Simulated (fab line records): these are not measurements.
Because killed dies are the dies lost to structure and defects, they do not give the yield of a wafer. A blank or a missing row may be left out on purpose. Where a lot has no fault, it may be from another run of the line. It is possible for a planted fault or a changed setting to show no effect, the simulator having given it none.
A lot that was struck, set against a sound lot + flow sky130 + 17 out of 708 route steps
Sound: wafers L693.4, L693.5, L693.6. Struck: wafer L711.6 (left out: L711.3, L711.5 of the same lot, which were not struck); the cause appears at the end.
Order at every step that has rows: each side's tool, ch and its chambers, its first start. Under that, the readings that differ: sound wafers + struck wafers + difference of the means + sigmas: that difference in standard deviations of wafers without a fault.
alike: same words and numbers on both sides, and readings whose means sit less than 2 such deviations apart. not compared: any withheld reading, any reading some wafer has no value for, any bound like >300 that may hide the same value, and any number with overlapping values for which the record gives no deviation.
A row with sigmas, a row that says differs or no value, or rows on one side alone: a step with any of these is where the two part. When numbers do not overlap yet have no deviation, they are printed without sigmas and do not part them. A reading that every wafer of one side lacks parts them only if that side has two wafers or more.

first, 9 steps without rows for these wafers: SKY_CAP2M_CLEAN_17 (cleans in O3/DIW); SKY_METAL4_DEHYDRATE_05 (time 60 s); SKY_METAL4_HMDS_06 (prime time 60 s); SKY_METAL4_COAT_07 (resist thk 60 nm); SKY_METAL4_COAT_08 (resist thk 1140 nm); SKY_METAL4_SOFTBAKE_09 (time 90 s); SKY_METAL4_EXPOSE_10 (exposes mask MM4, target cd 300 nm); SKY_METAL4_PEB_11; SKY_METAL4_DEVELOP_12 (develop time 62.52 s).
SKY_METAL4_CD_MEAS_13 targets a cd of 300 nm.
  sound: cd-sem-01 at day 41 20:20; struck: cd-sem-01 at day 46 20:40
  alike: cd-nm
SKY_METAL4_OVL_MEAS_14:
  sound: overlay-01 at day 41 20:25; struck: overlay-01 at day 46 20:45
  alike: METAL4_OVL
SKY_METAL4_DESCUM_15: chemistry O2, time 8 s.
  sound on rie-metal-04 ch 0,1, day 41 20:26; struck on rie-metal-01 ch 1, day 46 20:47
| reading                        | sound                | struck | difference | sigmas |
|--------------------------------|----------------------|--------|------------|--------|
| chamber-pressure-mTorr (mTorr) | 10.004 10.012 10.004 | 9.981  | -0.026     | -3     |
  alike: drypump-motor-current-A, he-backside-leak-sccm, oes-product-au
  not compared: rf-hours-counter-h
SKY_METAL4_ETCH_16: etches BARC in N2/H2, stops on SiO2, time 88.2 s, target depth 60 nm.
  sound on rie-metal-04 ch 0,1, day 41 20:29; struck on rie-metal-01 ch 1, day 46 20:50
| reading                                       | sound             | struck | difference | sigmas |
|-----------------------------------------------|-------------------|--------|------------|--------|
| oes-product-au (a.u.)                         | 0.631 0.632 0.623 | 0.858  | +0.229     | +53    |
| run-length-s (s)                              | 116.5 116.1 116.0 | 88.6   | -27.6      | -89    |
| model.KrF-thick_of_METAL4_COAT_08.thk-nm (nm) | 1077 1079 1078    | 1091   | +13        |        |
| model.METAL4.cd-nm (nm)                       | 300.4 299.1 299.9 | 304.5  | +4.7       |        |
  alike: chamber-pressure-mTorr, drypump-motor-current-A, he-backside-leak-sccm, throttle-valve-pct
  not compared: rf-hours-counter-h
SKY_METAL4_ETCH_17: etches SiO2 in C4F8/O2/Ar, stops on TiN, time 3.9 s, target depth 15 nm.
  sound on rie-diel-02 ch 1,2,3, day 41 20:33; struck on rie-diel-02 ch 1, day 46 20:54
| reading                 | sound             | struck | difference | sigmas |
|-------------------------|-------------------|--------|------------|--------|
| model.METAL4.cd-nm (nm) | 300.4 299.1 299.9 | 304.5  | +4.7       |        |
  alike: chamber-pressure-mTorr, oes-product-au
  not compared: rf-hours-counter-h
SKY_METAL4_METAL_ETCH_18: etches the open film in Cl2/BCl3, stops on SiO2, target depth 845 nm, time 183.1 s.
  sound on rie-metal-01 ch 0,1, day 41 20:38; struck on rie-metal-02 ch 0, day 46 20:59
| reading                                       | sound             | struck | difference | sigmas |
|-----------------------------------------------|-------------------|--------|------------|--------|
| drypump-motor-current-A (A)                   | 5.3 5.4 5.2       | 6.3    | +1.0       | +3     |
| model.KrF-thick_of_METAL4_COAT_08.thk-nm (nm) | 525.8 515.3 525.9 | 544    | +22        |        |
  alike: chamber-pressure-mTorr, he-backside-leak-sccm, oes-product-au, run-length-s, throttle-valve-pct
  not compared: rf-hours-counter-h
SKY_METAL4_STRIP_19: strips in O2/N2.
  sound on plasma-asher-02 ch 0,1, day 41 20:47; struck on plasma-asher-03 ch 0, day 46 21:08
| reading                      | sound             | struck | difference | sigmas |
|------------------------------|-------------------|--------|------------|--------|
| oes-product-au (a.u.)        | 0.503 0.506 0.494 | 0.517  | +0.016     | +3     |
| strip-time-to-endpoint-s (s) | 6.53 6.41 6.51    | 6.71   | +0.23      | +3     |
  alike: chamber-pressure-mTorr, drypump-motor-current-A
  not compared: rf-hours-counter-h
SKY_PAD_OPEN_PROBE_99:
  the record has rows for the sound wafers here (prober-02, day 45 21:35) and none for the struck ones

== WHERE THEY PART ==
Last at SKY_PAD_OPEN_PROBE_99 as far as this record goes, first at SKY_METAL4_DESCUM_15.

WHY: what the simulator had put in
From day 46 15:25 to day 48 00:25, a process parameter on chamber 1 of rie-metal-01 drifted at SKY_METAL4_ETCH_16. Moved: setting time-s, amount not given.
